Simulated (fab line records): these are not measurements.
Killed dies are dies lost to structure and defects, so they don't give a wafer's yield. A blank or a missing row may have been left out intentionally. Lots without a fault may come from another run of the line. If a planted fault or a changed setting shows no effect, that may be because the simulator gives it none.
fab line records	flow sfq-line
[record] lots = 7	wafers = 21	last-day = 96
route steps=325 shown JJ@181 M5@198
lots that met no fault: taken from a fault-free run of the same line
start-h: hours from the record's opening day to when the first of the lot's shown wafers began	wait-h: hours from the lot's prior step to this one	" identical to the entry in the row above	L1.1+2: several wafers, shown together as one row	- either no value or no given start	* or withheld: withheld	< > ~ a bound
route shown NAME@n: a module of which the file shows steps, and the number in the route of the first	usual: mean/standard deviation of fault-free wafers	same: alike in all rows	chamber/n: place in a boat	sites: per-site readings	_std_site: how widely they spread, as a standard deviation	_edge_site: mean of outer sites minus mean of inner sites	radius-mm: for every site, how far away it sits from the centre of the wafer	mask NAME#n: copy n	behind: the tool/chamber that last shaped the wafer	hold: why the lot went on hold/how many hours it stayed there/how the hold came to an end	device: whichever transistor did not switch (one of n, p or np)	end of line: tests of these same wafers at the route's end	step lacking rows: just its recipe	killed: at the first sort, the dies lost to defects and structure; wafer yield is something else	map: shows each die of a wafer: x if killed, . if not, _ if none is there
set.NAME: setting as actually run; set.NAME@STEP: the setting as run at that earlier step	model.NAME: the simulator's own value behind a step, which no gauge read
a table for each step, a row for each wafer; lots at some steps of the route
services: when a tool's chamber went out of use (start-h, in hours from the record's first day, below 0 if earlier), for how many hours, and the reason
[[steps]]
[step SFQ_TRILAYER_JJ_TRILAYER_DEP_AL_OXIDATION_111]
[recipe] pressure-mbar = 0.014667	oxidation-time-s = 600	temperature-k = 293
[step SFQ_TRILAYER_JJ_TRILAYER_DEP_SPUTTER_112]
[recipe] material = Nb	base-pressure-pa = 1.33e-06	chamber-pressure-pa = 0.1333	substrate-temp-c = 20	target-thk-nm = 170	power-w = 2000	time-s = 113.3
[usual] chamber-pressure-pa = 0.1333/0.00027	throttle-valve-pct = 29.8/1.1
lot.wafer	tool	chamber	start-h	wait-h	chamber-pressure-pa	throttle-valve-pct
L828.1	pvd-sputter-04	-	1269.64	0.5	0.13332	28.6
L828.2	"	-	"	"	0.13344	30.1
L828.5	"	-	"	"	0.1336	29.6
L830.1	pvd-sputter-05	-	1403.50	0.5	0.13322	29.1
L830.2	"	-	"	"	0.13268	30.8
L830.3	"	-	"	"	0.13305	27.9
L831.2	pvd-sputter-04	-	1405.92	0.5	0.1332	30.2
L831.3	"	-	"	"	0.13349	29.0
L831.5	"	-	"	"	0.13359	28.8
L832.1	pvd-sputter-06	-	1412.04	0.6	0.13304	32.0
L832.3	"	-	"	"	0.13331	28.9
L832.4	"	-	"	"	0.13343	28.8
L837.2	pvd-sputter-05	-	1561.64	0.5	0.13338	30.8
L837.3	"	-	"	"	0.13332	30.7
L837.6	"	-	"	"	0.1333	28.2
L838.3	pvd-sputter-05	-	1577.22	0.5	0.13344	30.8
L838.5	"	-	"	"	0.13343	29.3
L838.6	"	-	"	"	0.13302	30.8
L844.1	pvd-sputter-05	-	1649.92	0.5	0.13352	28.8
L844.2	"	-	"	"	0.13338	31.1
L844.3	"	-	"	"	0.13325	28.1
[step SFQ_JJ_RS_MEAS_929]
[recipe] thk-meas-gauge = four-point-probe	reads = Nb_of_TRILAYER_JJ_TRILAYER_DEP_SPUTTER_112
[usual] JJ_NB_RS = 1.051/0.0091
lot.wafer	tool	chamber	start-h	wait-h	JJ_NB_RS[ohm/sq]
L828.1	film-metro-04	-	1269.72	0.0	1.042
L828.2	"	-	"	"	1.037
L828.5	"	-	"	"	1.032
L830.1	film-metro-01	-	1403.58	0.0	1.051
L830.2	"	-	"	"	1.043
L830.3	"	-	"	"	1.057
L831.2	film-metro-04	-	1406.02	0.1	1.048
L831.3	"	-	"	"	1.039
L831.5	"	-	"	"	1.044
L832.1	film-metro-04	-	1412.13	0.0	1.057
L832.3	"	-	"	"	1.057
L832.4	"	-	"	"	1.051
L837.2	film-metro-04	-	1561.74	0.1	1.043
L837.3	"	-	"	"	1.041
L837.6	"	-	"	"	1.040
L838.3	film-metro-04	-	1577.34	0.1	1.055
L838.5	"	-	"	"	1.061
L838.6	"	-	"	"	1.060
L844.1	film-metro-04	-	1650.00	0.0	1.058
L844.2	"	-	"	"	1.066
L844.3	"	-	"	"	1.058
[step SFQ_TRILAYER_JJ_CE_LITHO_COAT_119]
[recipe] resist = BARC	spin-rpm = 3000	resist-thk-nm = 62
[step SFQ_TRILAYER_JJ_CE_LITHO_COAT_114]
[recipe] resist = KrF	spin-rpm = 3000	resist-thk-nm = 608.3
[step SFQ_TRILAYER_JJ_CE_LITHO_SOFTBAKE_118]
[recipe] temp-c = withheld	time-s = withheld	resist = KrF
[step SFQ_TRILAYER_JJ_CE_LITHO_EXPOSE_115]
[recipe] mask-id = J5	na = 0.6	source-shape = conventional	sigma-outer = 0.65	target-cd-nm = 700	dose-mj = 14.4
[step SFQ_TRILAYER_JJ_CE_LITHO_PEB_117]
[recipe] peb-temp-c = 115	peb-time-s = 60	resist = KrF
[step SFQ_TRILAYER_JJ_CE_LITHO_DEVELOP_116]
[recipe] time-s = 60	resist = KrF
[step SFQ_JJ_OVL_MEAS_931]
[usual] J5_OVL = -1/4.7
lot.wafer	tool	chamber	start-h	wait-h	J5_OVL[nm]
L828.1	overlay-02	-	1272.15	0.1	3
L828.2	"	-	"	"	6
L828.5	"	-	"	"	-4
L830.1	overlay-01	-	1408.61	0.1	7
L830.2	"	-	"	"	-2
L830.3	"	-	"	"	-2
L831.2	overlay-01	-	1411.02	0.1	-7
L831.3	"	-	"	"	-12
L831.5	"	-	"	"	0
L832.1	overlay-01	-	1417.01	0.1	-11
L832.3	"	-	"	"	-2
L832.4	"	-	"	"	-11
L837.2	overlay-01	-	1565.27	0.1	-3
L837.3	"	-	"	"	2
L837.6	"	-	"	"	-3
L838.3	overlay-02	-	1579.75	0.1	5
L838.5	"	-	"	"	1
L838.6	"	-	"	"	-2
L844.1	overlay-02	-	1655.98	0.1	-2
L844.2	"	-	"	"	0
L844.3	"	-	"	"	-3
[step SFQ_TRILAYER_JJ_CE_METRO_MEASURE_117]
[usual] cd-nm = 700.1/1.3
lot.wafer	tool	chamber	start-h	wait-h	cd-nm
L828.1	cd-sem-02	-	1272.18	0.0	699.4
L828.2	"	-	"	"	698.8
L828.5	"	-	"	"	697.8
L830.1	cd-sem-02	-	1408.65	0.0	700.8
L830.2	"	-	"	"	700.7
L830.3	"	-	"	"	700.6
L831.2	cd-sem-01	-	1411.25	0.2	700.5
L831.3	"	-	"	"	698.4
L831.5	"	-	"	"	700.2
L832.1	cd-sem-02	-	1417.05	0.0	700.4
L832.3	"	-	"	"	700.9
L832.4	"	-	"	"	700.3
L837.2	cd-sem-02	-	1565.50	0.2	702.0
L837.3	"	-	"	"	702.5
L837.6	"	-	"	"	702.1
L838.3	cd-sem-02	-	1580.17	0.4	701.2
L838.5	"	-	"	"	702.2
L838.6	"	-	"	"	702.9
L844.1	cd-sem-02	-	1656.02	0.0	699.9
L844.2	"	-	"	"	699.3
L844.3	"	-	"	"	698.4
[step SFQ_TRILAYER_JJ_CE_BARC_OPEN_RIE_150]
[recipe] mask-material = PR	chemistry = O2	target-depth-nm = 240	target = BARC	icp-w = 600	bias-w = 80	pressure-mtorr = 10	time-s = 80
[usual] bias-w = 79.99/0.25	chamber-pressure-mTorr = 9.999/0.011	drypump-motor-current-A = 5.9/0.33	he-backside-leak-sccm = 3.46/0.17	oes-product-au = 0.538/0.0047
lot.wafer	tool	chamber	start-h	wait-h	bias-w	chamber-pressure-mTorr	drypump-motor-current-A	he-backside-leak-sccm	oes-product-au	rf-hours-counter-h
L828.1	rie-metal-04	1	1273.38	1.0	79.88	9.977	6.4	3.62	0.532	112
L828.2	"	1	"	"	79.75	10.002	6.4	3.64	0.529	-
L828.5	"	1	"	"	79.96	9.997	6.4	3.84	0.539	-
L830.1	rie-metal-01	0	1409.85	1.0	-	-	-	-	-	-
L830.2	"	1	"	"	-	-	-	-	-	-
L830.3	"	1	"	"	-	-	-	-	-	-
L831.2	rie-metal-02	0	1412.25	0.8	-	-	-	-	-	-
L831.3	"	1	"	"	-	-	-	-	-	-
L831.5	"	1	"	"	-	-	-	-	-	-
L832.1	rie-metal-02	1	1418.25	1.0	-	-	-	-	-	-
L832.3	"	1	"	"	-	-	-	-	-	-
L832.4	"	0	"	"	-	-	-	-	-	-
L837.2	rie-metal-02	1	1566.50	0.8	79.83	9.990	6.0	3.49	0.535	118
L837.3	"	1	"	"	79.74	10.010	6.0	3.57	0.541	-
L837.6	"	0	"	"	79.82	10.007	5.5	3.17	0.533	-
L838.3	rie-metal-01	1	1581.00	0.6	80.05	10.000	5.9	3.50	0.532	-
L838.5	"	1	"	"	79.90	9.999	5.9	3.44	0.536	-
L838.6	"	0	"	"	79.75	10.005	5.7	3.55	0.530	-
L844.1	rie-metal-01	0	1657.22	1.0	79.82	9.987	5.6	3.50	0.531	19
L844.2	"	1	"	"	79.92	9.999	5.9	3.27	0.539	58
L844.3	"	1	"	"	79.92	10.009	5.9	3.29	0.534	-
[step SFQ_TRILAYER_JJ_CE_ETCH_RIE_118]
[recipe] target = Nb	stop-on = Al2O3	mask-material = PR	taper-deg = 13.257	over-etch-frac = 0.15	time-s = 97.7	chemistry = SF6	target-depth-nm = 170	icp-w = 600	bias-w = 80	pressure-mtorr = 10
[usual] bias-w = 80.01/0.26	chamber-pressure-mTorr = 10.000/0.0095	drypump-motor-current-A = 5.9/0.33	he-backside-leak-sccm = 3.46/0.25	oes-product-au = 0.985/0.0052
lot.wafer	tool	chamber	start-h	wait-h	bias-w	chamber-pressure-mTorr	drypump-motor-current-A	he-backside-leak-sccm	oes-product-au	rf-hours-counter-h
L828.1	rie-metal-04	1	1273.57	0.2	79.88	9.996	6.4	3.74	0.988	112
L828.2	"	1	"	"	79.96	10.006	6.4	3.54	0.991	-
L828.5	"	1	"	"	79.97	9.996	6.4	3.61	0.986	-
L830.1	rie-metal-01	0	1409.94	0.1	79.77	9.984	5.6	3.87	0.381	108
L830.2	"	1	"	"	80.03	9.981	5.9	3.50	0.374	20
L830.3	"	1	"	"	80.07	9.996	5.9	3.60	0.370	-
L831.2	rie-metal-02	0	1412.34	0.1	80.10	9.992	5.5	3.38	0.372	6
L831.3	"	1	"	"	80.20	10.000	6.0	3.42	0.381	-
L831.5	"	1	"	"	80.02	10.001	6.0	3.30	0.373	-
L832.1	rie-metal-02	1	1418.34	0.1	79.73	10.014	6.0	3.41	0.370	99
L832.3	"	1	"	"	79.77	10.004	6.0	3.55	0.370	-
L832.4	"	0	"	"	79.99	9.992	5.5	3.17	0.378	-
L837.2	rie-metal-02	1	1566.60	0.1	79.90	10.009	6.0	3.72	0.981	118
L837.3	"	1	"	"	79.56	10.010	6.0	3.66	0.989	-
L837.6	"	0	"	"	80.04	10.002	5.5	3.39	0.986	-
L838.3	rie-metal-01	1	1581.10	0.1	80.08	9.997	5.9	3.70	0.996	-
L838.5	"	1	"	"	80.24	10.003	5.9	3.62	0.986	-
L838.6	"	0	"	"	80.23	9.991	5.6	3.30	0.981	-
L844.1	rie-metal-01	0	1657.31	0.1	80.20	10.010	5.6	3.21	0.987	20
L844.2	"	1	"	"	79.72	9.986	5.9	3.58	0.978	58
L844.3	"	1	"	"	80.27	9.991	5.9	3.40	0.987	-
[step SFQ_TRILAYER_JJ_ANODIZE_ANODIZE_119]
[recipe] current-density-ma-cm2 = withheld	end-current-density-ma-cm2 = withheld	bath-temp-c = withheld
[step SFQ_TRILAYER_JJ_CE_STRIP_STRIP_120]
[recipe] gas = O2	power-w = 200	platen-temp-c = 40	overash-fraction = 0.65	chemistry = O2	pressure-mtorr = 50
[usual] drypump-motor-current-A = 5.69/0.2	he-backside-leak-sccm = 3.49/0.16	oes-product-au = 0.999/0.0083
lot.wafer	tool	chamber	start-h	wait-h	drypump-motor-current-A	he-backside-leak-sccm	oes-product-au	rf-hours-counter-h
L828.1	rie-metal-02	1	1274.28	0.0	5.99	3.68	0.979	76
L828.2	"	0	"	"	5.45	3.37	0.999	108
L828.5	"	1	"	"	5.99	3.55	0.988	-
L830.1	rie-metal-01	1	1410.55	0.0	5.91	3.47	1.015	20
L830.2	"	0	"	"	5.69	3.26	1.000	108
L830.3	"	1	"	"	5.87	3.57	0.999	-
L831.2	rie-metal-02	0	1412.99	0.0	5.50	3.50	0.995	6
L831.3	"	1	"	"	6.01	3.85	0.987	-
L831.5	"	1	"	"	6.00	3.55	0.988	-
L832.1	rie-metal-01	0	1418.95	0.0	5.63	3.60	1.002	111
L832.3	"	0	"	"	5.62	3.73	0.993	-
L832.4	"	1	"	"	5.86	3.37	1.006	-
L837.2	rie-metal-02	1	1567.70	0.0	6.02	3.60	1.009	118
L837.3	"	1	"	"	5.99	3.57	1.002	-
L837.6	"	1	"	"	6.02	3.61	0.991	-
L838.3	rie-metal-01	0	1581.87	0.2	5.64	4.03	1.014	-
L838.5	"	0	"	"	5.62	3.95	1.011	-
L838.6	"	1	"	"	5.86	3.34	1.000	-
L844.1	rie-metal-02	0	1657.92	0.0	5.47	3.48	0.999	46
L844.2	"	0	"	"	5.46	3.65	0.999	-
L844.3	"	0	"	"	5.46	3.46	0.999	-
[step SFQ_TRILAYER_JJ_CE_STRIP_SOLV_CLEAN_121]
[recipe] chemistry = NMP	temp-c = 70	time-s = 600
[step SFQ_TRILAYER_M5_LITHO_COAT_128]
[recipe] resist = BARC	spin-rpm = 3000	resist-thk-nm = 62
[step SFQ_TRILAYER_M5_LITHO_COAT_123]
[recipe] resist = KrF	spin-rpm = 3000	resist-thk-nm = 600
[step SFQ_TRILAYER_M5_LITHO_SOFTBAKE_127]
[recipe] temp-c = withheld	time-s = withheld	resist = KrF
[step SFQ_TRILAYER_M5_LITHO_EXPOSE_124]
[recipe] mask-id = M5	na = 0.6	source-shape = conventional	sigma-outer = 0.65	target-cd-nm = 700	dose-mj = 14.4
[usual] exposure-dose-mJ-cm2 = 14.402/0.013	focus-offset-nm = 0.0/0.48	reticle-temp-C = 23.02/0.094
lot.wafer	tool	chamber	start-h	wait-h	mask	exposure-dose-mJ-cm2	focus-offset-nm	reticle-temp-C
L828.1	krf-scanner-01	0	1391.85	-	M5#0	14.398	0.2	23.02
L828.2	"	0	"	"	M5#0	14.413	0.3	22.90
L828.5	"	0	"	"	M5#0	14.404	-0.5	23.01
L830.1	krf-scanner-01	-	1413.11	-	M5#0	-	-	-
L830.2	"	-	"	"	M5#0	-	-	-
L830.3	"	-	"	"	M5#0	-	-	-
L831.2	krf-scanner-01	-	1416.91	-	M5#0	-	-	-
L831.3	"	-	"	"	M5#0	-	-	-
L831.5	"	-	"	"	M5#0	-	-	-
L832.1	krf-scanner-01	-	1420.51	-	M5#0	-	-	-
L832.3	"	-	"	"	M5#0	-	-	-
L832.4	"	-	"	"	M5#0	-	-	-
L837.2	krf-scanner-01	0	1570.15	-	M5#0	14.384	0.1	23.04
L837.3	"	0	"	"	M5#0	14.401	-0.1	23.12
L837.6	"	0	"	"	M5#0	14.412	1.1	23.16
L838.3	krf-scanner-01	0	1585.95	-	M5#0	14.399	0.5	22.91
L838.5	"	0	"	"	M5#0	14.391	-0.4	23.06
L838.6	"	0	"	"	M5#0	14.388	-0.7	23.19
L844.1	krf-scanner-01	0	1786.72	-	M5#0	14.418	-0.6	23.09
L844.2	"	0	"	"	M5#0	14.418	-0.7	23.21
L844.3	"	0	"	"	M5#0	14.408	-0.3	23.12
[step SFQ_TRILAYER_M5_LITHO_PEB_126]
[recipe] peb-temp-c = 115	peb-time-s = 60	resist = KrF
[[services]]
tool	chamber	start-h	hours	kind
cd-sem-02	-	1279.57	1.3	pm
rie-metal-01	-	1285.56	14.6	repair
krf-scanner-01	-	1305.15	0.8	pm
cd-sem-02	-	1306.32	0.9	pm
cd-sem-02	-	1313.46	0.6	pm
cd-sem-02	-	1319.84	1.0	pm
krf-scanner-01	-	1354.60	4.0	pm
rie-metal-02	-	1361.70	2.8	pm
krf-scanner-01	-	1370.74	1.3	pm
krf-scanner-01	-	1390.85	1.0	pm
krf-scanner-01	-	1427.75	2.1	repair
rie-metal-01	1	1479.11	9.3	repair
cd-sem-02	-	1490.32	0.3	pm
cd-sem-02	-	1497.46	0.3	pm
krf-scanner-01	-	1537.63	5.4	repair
krf-scanner-01	-	1552.66	1.3	pm
krf-scanner-01	-	1558.99	1.0	pm
rie-metal-02	-	1615.47	0.2	repair
krf-scanner-01	-	1615.61	0.9	repair
krf-scanner-01	-	1683.33	3.6	pm
krf-scanner-01	-	1723.01	1.3	pm
krf-scanner-01	-	1727.99	1.0	pm
rie-metal-01	1	1739.91	20.6	repair
krf-scanner-01	-	1770.10	0.9	repair
[[key]]
[first-sign] step = SFQ_TRILAYER_JJ_CE_BARC_OPEN_RIE_150	reading = tool-record	direction = missing
[effect] step = SFQ_TRILAYER_JJ_CE_ETCH_RIE_118	reading = oes-product-au	direction = down	sigmas = 99+	usual = 0.985	struck = 0.374
[effect] step = SFQ_TRILAYER_M5_LITHO_EXPOSE_124	reading = tool-record	direction = missing
met-at SFQ_TRILAYER_JJ_CE_BARC_OPEN_RIE_150
struck-wafers L830.1,L830.2,L830.3,L831.2,L831.3,L831.5,L832.1,L832.3,L832.4
[fault] kind = skipped-step-whole	tool = rie-metal-01,rie-metal-02	chamber = -	onset-h = 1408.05	steps = SFQ_TRILAYER_JJ_CE_BARC_OPEN_RIE_150	scope = struck-lots-only
